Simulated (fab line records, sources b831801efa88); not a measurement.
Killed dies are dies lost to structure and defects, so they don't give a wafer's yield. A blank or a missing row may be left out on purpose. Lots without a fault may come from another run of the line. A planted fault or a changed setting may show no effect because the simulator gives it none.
One fault seen from 2 desks | flow gf180mcu | each desk has only its own numbers; what lay behind them comes last

THE METROLOGY DESK
What the gauges read, lot by lot, whatever tool the lot ran on: means of the sampled wafers that have a number. A lot is out of limits, marked OUT, if its mean lies more than 4 standard deviations from the usual mean; the brackets give that distance.
Columns: A = PASSIVATION_CVD_00_THK at GF_PASSIVATION_THK_MEAS_01, usual 989 nm
lot  | first seen here | A
L131 | day 28 23:03    | 1006
L132 | day 29 06:47    | 987
L133 | day 29 07:20    | 987
L135 | day 29 21:51    | 999
L134 | day 29 22:29    | 997
L136 | day 30 09:58    | 990
L137 | day 30 14:31    | 974
L138 | day 30 17:59    | 1006
L140 | day 31 08:18    | 980
L142 | day 32 00:46    | 996
L149 | day 33 17:53    | 982
L151 | day 34 03:20    | 997
L152 | day 34 05:32    | 993
This desk's finding: nothing out of limits on any of the 13 lots.

THE TOOL OWNER'S DESK: rie_metal-02
The tool's own readings at GF_TOP_METAL_METAL_ETCH_16 (etches the open film in Cl2/BCl3, stops on SiO2, target depth 1197 nm, time 199.5 s): means of the sampled wafers that have a number, for each lot that ran on this tool. A lot is out of limits, marked OUT, if its mean lies more than 4 standard deviations from the usual mean; the brackets give that distance.
Columns: A = drypump_motor_current_A at GF_TOP_METAL_METAL_ETCH_16, usual 5.7 A; B = mfc_cl2_sccm at GF_TOP_METAL_METAL_ETCH_16, usual 79.97 sccm; C = oes_product_au at GF_TOP_METAL_METAL_ETCH_16, usual 0.987 a.u.; D = throttle_valve_pct at GF_TOP_METAL_METAL_ETCH_16, usual 28.234 %
lot  | first seen here | A   | B     | C     | D
L132 | day 29 05:47    | 6.0 | 80.05 | 0.982 | 28.236
L135 | day 29 21:05    | 5.7 | 79.95 | 0.989 | 28.238
L137 | day 30 13:16    | 5.8 | 80.05 | 0.996 | 28.237
L138 | day 30 16:49    | 5.7 | 79.99 | 0.992 | 28.236
L140 | day 31 07:26    | 5.9 | 80.04 | 0.987 | 28.228
L149 | day 33 17:00    | 5.9 | 79.99 | 0.987 | 28.237
L151 | day 34 02:30    | 5.7 | 80.04 | 0.986 | 28.246
L152 | day 34 04:41    | 5.7 | 79.85 | 0.988 | 28.223
This desk's finding: nothing out of limits on any of the 8 lots.

PUT TOGETHER
The metrology desk saw nothing out of limits.
The tool owner's desk saw nothing out of limits.

WHAT THE SIMULATOR HAD PUT IN
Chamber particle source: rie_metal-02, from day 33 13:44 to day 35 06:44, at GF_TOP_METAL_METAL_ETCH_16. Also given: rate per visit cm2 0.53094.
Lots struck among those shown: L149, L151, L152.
